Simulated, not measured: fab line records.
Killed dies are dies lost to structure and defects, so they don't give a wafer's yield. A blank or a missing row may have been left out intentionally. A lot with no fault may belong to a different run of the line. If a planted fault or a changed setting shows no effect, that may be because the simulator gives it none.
Which tool was responsible? ; flow sky130 ; 11 lots, 33 wafers sampled, at 6 steps of a route of 708

## WHAT EACH GAUGE READ, for each wafer
SKY_FIELD_ISO_BOW_MEAS_00. Usual: INCOMING_BOW gives 1 um (standard deviation 6.6).
lot;measured;on;INCOMING_BOW (um);flag
L838;day 1 10:02;filmMetro-04;-7 -5 -14;
L842;day 2 06:00;filmMetro-04;5 -5 7;
L843;day 2 11:00;filmMetro-02;7 0 4;
L844;day 2 16:00;filmMetro-02;3 0 -6;
L846;day 3 02:02;filmMetro-03;-4 -2 -1;
L854;day 4 18:01;filmMetro-02;0 2 -3;
L855;day 4 23:00;filmMetro-02;-10 5 -3;
L856;day 5 04:02;filmMetro-02;0 6 1;
L858;day 5 14:02;filmMetro-02;3 -3 8;
L859;day 5 19:00;filmMetro-02;7 4 4;
L860;day 6 00:00;filmMetro-04;5 6 -12;

SKY_FIELD_ISO_THK_MEAS_02. Usual: FIELD_ISO_OXIDATION_00_THK gives 12.11 nm (standard deviation 0.25).
lot;measured;on;FIELD_ISO_OXIDATION_00_THK (nm);flag
L838;day 1 11:43;filmMetro-03;12.31 12.43 12.00;
L842;day 2 08:09;filmMetro-03;11.87 11.97 11.98;
L843;day 2 13:13;filmMetro-04;11.86 11.88 12.03;
L844;day 2 17:38;filmMetro-02;12.39 12.16 12.28;
L846;day 3 05:44;filmMetro-02;12.29 12.35 12.20;
L854;day 4 20:40;filmMetro-02;12.30 12.54 12.23;
L855;day 5 00:50;filmMetro-02;12.20 11.80 12.16;
L856;day 5 06:22;filmMetro-03;12.01 11.90 11.93;
L858;day 5 15:39;filmMetro-02;11.99 11.97 11.95;
L859;day 6 01:49;filmMetro-02;12.29 12.29 12.12;
L860;day 6 01:49;filmMetro-04;11.55 11.43 11.63;

SKY_NWELL_TW_MEAS_15. Usual: NWELL_TW gives 1837 (standard deviation 16).
lot;measured;on;NWELL_TW;flag
L838;day 4 13:32;filmMetro-01;1816 1828 1819;
L842;day 5 14:40;filmMetro-01;1826 1832 1822;
L843;day 5 16:02;filmMetro-04;1851 1856 1859;
L844;day 5 21:27;filmMetro-04;1863 1853 1856;
L846;day 6 12:37;filmMetro-04;1851 1851 1852;
L854;day 9 06:09;filmMetro-04;1849 1841 1844;
L855;day 9 03:07;filmMetro-04;1848 1843 1851;
L856;day 9 06:31;filmMetro-01;1831 1831 1833;
L858;day 9 12:49;filmMetro-01;1825 1816 1824;
L859;day 9 20:09;filmMetro-04;1820 1838 1834;
L860;day 9 21:01;filmMetro-04;1841 1843 1845;

SKY_NWELL_TW_MEAS_26. Usual: NWELL_2_TW gives 500 (standard deviation 4.4).
lot;measured;on;NWELL_2_TW;flag
L838;day 5 07:25;filmMetro-03;497 498 496;
L842;day 6 09:14;filmMetro-03;495 494 495;
L843;day 6 10:19;filmMetro-01;500 500 500;
L844;day 6 16:00;filmMetro-04;31 31 30 31 31 30;OFF
L846;day 7 15:13;filmMetro-03;499 498 498;
L854;day 10 04:32;filmMetro-01;501 500 497;
L855;day 10 00:31;filmMetro-04;507 503 506;
L856;day 10 04:46;filmMetro-04;507 507 506;
L858;day 10 11:26;filmMetro-04;507 505 503;
L859;day 10 18:40;filmMetro-03;493 493 491;
L860;day 10 19:24;filmMetro-01;499 499 500;

## EACH LOT AND THE TOOL THAT RAN IT (in order: tool; ch and the chambers of the sampled wafers; start)
lot;SKY_NWELL_STRIP_14;SKY_NWELL_STRIP_25
L838;plasmaAsher-04 ch 0,1, day 4 13:28;plasmaAsher-03 ch 0,1, day 5 07:20
L842;plasmaAsher-04 ch 1, day 5 14:34;plasmaAsher-01 ch 0,1, day 6 09:08
L843;plasmaAsher-03 ch 0,1, day 5 15:56;plasmaAsher-03 ch 0,1, day 6 10:13
L844;plasmaAsher-03 ch 0,1, day 5 21:21;plasmaAsher-03 ch 0,1, day 6 15:54
L846;plasmaAsher-04 ch 0,1, day 6 12:32;plasmaAsher-04 ch 0,1, day 7 15:08
L854;plasmaAsher-01 ch 0,1, day 9 06:02;plasmaAsher-03 ch 0,1, day 10 04:25
L855;plasmaAsher-03 ch 0,1, day 9 03:01;plasmaAsher-01 ch 0,1, day 10 00:25
L856;plasmaAsher-03 ch 0,1, day 9 06:25;plasmaAsher-04 ch 0,1, day 10 04:41
L858;plasmaAsher-03 ch 0,1, day 9 12:43;plasmaAsher-01 ch 0,1, day 10 11:22
L859;plasmaAsher-04 ch 1, day 9 20:03;plasmaAsher-04 ch 0,1, day 10 18:34
L860;plasmaAsher-04 ch 0,1, day 9 20:55;plasmaAsher-03 ch 0,1, day 10 19:18
- SKY_NWELL_STRIP_14: strips in O2/N2.
- SKY_NWELL_STRIP_25: strips in O2/N2.

## AS READ BY THE TOOLS THEMSELVES (means over the sampled wafers that have a number; for cases with no such wafer, the mark the record gives instead)
SKY_NWELL_STRIP_14. Usual: drypumpMotorCurrentA 5.7 A, standard deviation 0.55; oesProductAu 0.723 a.u., standard deviation 0.0049; stripTimeToEndpointS 36.94 s, standard deviation 0.11.
lot;tool;drypumpMotorCurrentA (A);oesProductAu (a.u.);stripTimeToEndpointS (s);flag
L838;plasmaAsher-04;5.9;0.727;37.00;
L842;plasmaAsher-04;4.9;0.724;37.08;
L843;plasmaAsher-03;5.8;0.727;36.89;
L844;plasmaAsher-03;6.0;0.930;-;OFF
L846;plasmaAsher-04;5.3;0.724;36.98;
L854;plasmaAsher-01;5.7;0.723;37.08;
L855;plasmaAsher-03;5.9;0.722;36.71;
L856;plasmaAsher-03;5.9;0.722;36.87;
L858;plasmaAsher-03;5.9;0.723;36.80;
L859;plasmaAsher-04;4.9;0.721;36.95;
L860;plasmaAsher-04;5.3;0.723;36.87;

SKY_NWELL_STRIP_25. Usual: drypumpMotorCurrentA 5.8 A, standard deviation 0.43; oesProductAu 0.722 a.u., standard deviation 0.0044; stripTimeToEndpointS 36.95 s, standard deviation 0.09.
lot;tool;drypumpMotorCurrentA (A);oesProductAu (a.u.);stripTimeToEndpointS (s);flag
L838;plasmaAsher-03;6.0;0.722;37.02;
L842;plasmaAsher-01;5.7;0.728;36.93;
L843;plasmaAsher-03;6.0;0.724;36.91;
L844;plasmaAsher-03;5.9;0.730;61.35;OFF
L846;plasmaAsher-04;5.3;0.723;37.00;
L854;plasmaAsher-03;5.9;0.719;36.98;
L855;plasmaAsher-01;5.7;0.722;36.87;
L856;plasmaAsher-04;5.8;0.723;36.90;
L858;plasmaAsher-01;5.7;0.718;36.81;
L859;plasmaAsher-04;5.3;0.723;37.02;
L860;plasmaAsher-03;5.9;0.725;36.88;

## THE ANSWER, worked out from the rows above alone
Rule: lot off if the mean of its wafers having a number is beyond 3 standard deviations from the usual mean. Also off: a lot with no number at a reading for which 4 or more lots have one. The other lots that the step has rows for count as sound. First the gauges in route order, then the tools' own readings, where a lot's mean is used as printed above. The first step at which some lot is off is used, and at that step the reading that is off furthest; a lot without a number counts as furthest.
Off: L844, at SKY_NWELL_TW_MEAS_26 (NWELL_2_TW).
If a tool, at a process step before that reading, ran all the lots that are off and no sound lot after the first of them, it fits. Not tried: the gauges at SKY_NWELL_TW_MEAS_26; whatever is off there is also off at SKY_NWELL_STRIP_14, on other tools, and gauge error can't account for it. Of those tried, none fits.

## WHAT THE SIMULATOR HAD INSERTED
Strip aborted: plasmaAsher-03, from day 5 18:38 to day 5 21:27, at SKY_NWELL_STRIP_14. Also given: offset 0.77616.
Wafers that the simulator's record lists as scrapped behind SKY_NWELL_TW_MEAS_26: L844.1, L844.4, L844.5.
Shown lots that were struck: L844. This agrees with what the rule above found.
